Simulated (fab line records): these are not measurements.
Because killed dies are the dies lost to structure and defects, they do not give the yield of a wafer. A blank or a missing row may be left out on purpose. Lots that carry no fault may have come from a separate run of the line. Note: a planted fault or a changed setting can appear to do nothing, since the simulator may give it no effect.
Which of the tools did it? || flow sky130 || 39 wafers from 13 lots sampled at 3 of the route's 708 steps

## WHAT EACH GAUGE READ, for each wafer
SKY_FIELD_ISO_THK_MEAS_02.
{"lot": "L593", "measured": "day 1 11:38", "on": "filmMetro-03", "FIELD_ISO_OXIDATION_00_THK (nm)": "11.78 11.72 11.74"}
{"lot": "L594", "measured": "day 1 16:38", "on": "filmMetro-02", "FIELD_ISO_OXIDATION_00_THK (nm)": "12.00 11.91 11.90"}
{"lot": "L596", "measured": "day 2 06:05", "on": "filmMetro-01", "FIELD_ISO_OXIDATION_00_THK (nm)": "11.88 12.00 12.07"}
{"lot": "L597", "measured": "day 2 09:18", "on": "filmMetro-03", "FIELD_ISO_OXIDATION_00_THK (nm)": "11.91 11.88 11.86"}
{"lot": "L598", "measured": "day 2 15:36", "on": "filmMetro-02", "FIELD_ISO_OXIDATION_00_THK (nm)": "11.96 11.92 12.04"}
{"lot": "L600", "measured": "day 3 01:35", "on": "filmMetro-01", "FIELD_ISO_OXIDATION_00_THK (nm)": "12.23 12.11 12.15"}
{"lot": "L602", "measured": "day 3 10:01", "on": "filmMetro-02", "FIELD_ISO_OXIDATION_00_THK (nm)": "11.89 12.05 12.02"}
{"lot": "L607", "measured": "day 4 09:58", "on": "filmMetro-01", "FIELD_ISO_OXIDATION_00_THK (nm)": "11.83 11.66 11.95"}
{"lot": "L611", "measured": "day 5 07:05", "on": "filmMetro-03", "FIELD_ISO_OXIDATION_00_THK (nm)": "11.85 11.93 11.84"}
{"lot": "L612", "measured": "day 5 11:09", "on": "filmMetro-02", "FIELD_ISO_OXIDATION_00_THK (nm)": "12.05 12.05 11.97"}
{"lot": "L614", "measured": "day 5 20:38", "on": "filmMetro-01", "FIELD_ISO_OXIDATION_00_THK (nm)": "12.05 12.09 12.13"}
{"lot": "L615", "measured": "day 6 01:38", "on": "filmMetro-02", "FIELD_ISO_OXIDATION_00_THK (nm)": "11.48 11.52 11.78"}
{"lot": "L616", "measured": "day 6 06:38", "on": "filmMetro-03", "FIELD_ISO_OXIDATION_00_THK (nm)": "12.58 12.31 12.49"}

SKY_VT_ADJUST_LVTN_TW_MEAS_10.
{"lot": "L593", "measured": "day 7 00:55", "on": "filmMetro-01", "VT_ADJUST_LVTN_TW": "242.8 241.9 243.4"}
{"lot": "L594", "measured": "day 7 06:10", "on": "filmMetro-04", "VT_ADJUST_LVTN_TW": "239.4 241.5 241.5"}
{"lot": "L596", "measured": "day 7 23:32", "on": "filmMetro-04", "VT_ADJUST_LVTN_TW": "241.1 241.8 241.2"}
{"lot": "L597", "measured": "day 8 08:21", "on": "filmMetro-01", "VT_ADJUST_LVTN_TW": "242.2 242.4 241.7"}
{"lot": "L598", "measured": "day 8 09:07", "on": "filmMetro-04", "VT_ADJUST_LVTN_TW": "241.1 240.1 239.7"}
{"lot": "L600", "measured": "day 8 21:41", "on": "filmMetro-02", "VT_ADJUST_LVTN_TW": "239.0 239.7 239.4"}
{"lot": "L602", "measured": "day 9 14:44", "on": "filmMetro-02", "VT_ADJUST_LVTN_TW": "238.3 238.9 239.8"}
{"lot": "L607", "measured": "day 10 18:55", "on": "filmMetro-01", "VT_ADJUST_LVTN_TW": "240.8 241.7 242.2"}
{"lot": "L611", "measured": "day 11 18:04", "on": "filmMetro-02", "VT_ADJUST_LVTN_TW": "239.2 238.6 240.7"}
{"lot": "L612", "measured": "day 12 01:34", "on": "filmMetro-04", "VT_ADJUST_LVTN_TW": "240.8 240.5 241.3"}
{"lot": "L614", "measured": "day 12 16:10", "on": "filmMetro-01", "VT_ADJUST_LVTN_TW": "241.8 243.3 241.9"}
{"lot": "L615", "measured": "day 12 23:28", "on": "filmMetro-04", "VT_ADJUST_LVTN_TW": "238.9 241.2 242.0"}
{"lot": "L616", "measured": "day 13 01:45", "on": "filmMetro-01", "VT_ADJUST_LVTN_TW": "240.6 239.8 239.3"}

## WHAT TOOL EACH LOT RAN ON (gives the tool, then ch and the chambers of the sampled wafers, and finally the start)
{"lot": "L593", "SKY_FIELD_ISO_CMP_27": "cmp-01 ch 1,2,3, day 2 14:11"}
{"lot": "L594", "SKY_FIELD_ISO_CMP_27": "cmp-02 ch 0,2, day 2 17:06"}
{"lot": "L596", "SKY_FIELD_ISO_CMP_27": "cmp-01 ch 1,2, day 3 05:37"}
{"lot": "L597", "SKY_FIELD_ISO_CMP_27": "cmp-02 ch 0,1, day 3 07:01"}
{"lot": "L598", "SKY_FIELD_ISO_CMP_27": "cmp-02 ch 1,2, day 3 14:08"}
{"lot": "L600", "SKY_FIELD_ISO_CMP_27": "cmp-01 ch 1,2,3, day 3 22:57"}
{"lot": "L602", "SKY_FIELD_ISO_CMP_27": "cmp-01 ch 0,1, day 4 11:20"}
{"lot": "L607", "SKY_FIELD_ISO_CMP_27": "cmp-01 ch 0,1,3, day 5 12:07"}
{"lot": "L611", "SKY_FIELD_ISO_CMP_27": "cmp-01 ch 1,2,3, day 6 06:24"}
{"lot": "L612", "SKY_FIELD_ISO_CMP_27": "cmp-02 ch 0,3, day 6 12:31"}
{"lot": "L614", "SKY_FIELD_ISO_CMP_27": "cmp-02 ch 0,1,3, day 6 21:34"}
{"lot": "L615", "SKY_FIELD_ISO_CMP_27": "cmp-02 ch 0,2,3, day 7 04:45"}
{"lot": "L616", "SKY_FIELD_ISO_CMP_27": "cmp-02 ch 0,2,3, day 7 07:25"}
- SKY_FIELD_ISO_CMP_27: polishes, stops on Si3N4, t overpolish 16 s, target thk 457.8 nm.

## AS READ BY THE TOOLS THEMSELVES (means over the sampled wafers that have a number; for cases with no such wafer, the mark the record gives instead)
SKY_FIELD_ISO_CMP_27.
{"lot": "L593", "tool": "cmp-01", "motorCurrentA (A)": 11.4, "overpolishRunS (s)": 16.007, "timeToEndpointS (s)": 115}
{"lot": "L594", "tool": "cmp-02", "motorCurrentA (A)": 13.0, "overpolishRunS (s)": 15.994, "timeToEndpointS (s)": 109}
{"lot": "L596", "tool": "cmp-01", "motorCurrentA (A)": 11.0, "overpolishRunS (s)": 16.004, "timeToEndpointS (s)": 119}
{"lot": "L597", "tool": "cmp-02", "motorCurrentA (A)": 11.7, "overpolishRunS (s)": 15.999, "timeToEndpointS (s)": 117}
{"lot": "L598", "tool": "cmp-02", "motorCurrentA (A)": 12.7, "overpolishRunS (s)": 16.007, "timeToEndpointS (s)": 106}
{"lot": "L600", "tool": "cmp-01", "motorCurrentA (A)": 11.5, "overpolishRunS (s)": 16.004, "timeToEndpointS (s)": 112}
{"lot": "L602", "tool": "cmp-01", "motorCurrentA (A)": 11.0, "overpolishRunS (s)": 15.997, "timeToEndpointS (s)": 112}
{"lot": "L607", "tool": "cmp-01", "motorCurrentA (A)": 11.5, "overpolishRunS (s)": 16.013, "timeToEndpointS (s)": 182}
{"lot": "L611", "tool": "cmp-01", "motorCurrentA (A)": 11.6, "overpolishRunS (s)": 16.007, "timeToEndpointS (s)": 182}
{"lot": "L612", "tool": "cmp-02", "motorCurrentA (A)": 12.4, "overpolishRunS (s)": 16.000, "timeToEndpointS (s)": 115}
{"lot": "L614", "tool": "cmp-02", "motorCurrentA (A)": 12.1, "overpolishRunS (s)": 16.006, "timeToEndpointS (s)": 111}
{"lot": "L615", "tool": "cmp-02", "motorCurrentA (A)": 13.0, "overpolishRunS (s)": 15.993, "timeToEndpointS (s)": 119}
{"lot": "L616", "tool": "cmp-02", "motorCurrentA (A)": 13.3, "overpolishRunS (s)": 16.001, "timeToEndpointS (s)": 114}

## THE ANSWER, worked out from the rows above alone
Rule: the usual values come from the lots themselves. Put in order of their means at a reading, lots are off if they are a third of the lots or fewer, leave a main group of 4 or more, and stand apart from it by a gap of 3 or more times the standard deviation of the main group's means; of several such gaps the widest counts. If all means in a main group match to the digits the tables above print for the reading, that group is not used. Also off: a lot with no number at a reading for which 4 or more lots have one. Where the step has rows for the other lots, those lots are counted as sound. The gauges are gone through in route order, then the tools' own readings, and for those a lot's mean is taken as printed above. The first step at which some lot is off is used, and at that step the reading that is off furthest; a lot without a number counts as furthest.
Off: L607, L611 (SKY_FIELD_ISO_CMP_27, timeToEndpointS). The main group: mean 114 s, standard deviation 3.9.
A tool fits if, at that step or a process step before it, it ran every lot that is off, and no sound lot after the first of them. One candidate fits, namely cmp-01 at SKY_FIELD_ISO_CMP_27. A fault onset in the window from L602 (day 4 11:20, its last sound lot) to L607 (day 5 12:07, its first lot off) fits.
The tool's own readings at SKY_FIELD_ISO_CMP_27 bear it out: on the lots that are off they differ by more than 5 times the standard deviation of the sound lots' means. timeToEndpointS reads 182 s there against 114 s on the sound lots.

## WHAT HAD BEEN PUT IN BY THE SIMULATOR
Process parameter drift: cmp-01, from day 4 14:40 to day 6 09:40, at SKY_FIELD_ISO_CMP_27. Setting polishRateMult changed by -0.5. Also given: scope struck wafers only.
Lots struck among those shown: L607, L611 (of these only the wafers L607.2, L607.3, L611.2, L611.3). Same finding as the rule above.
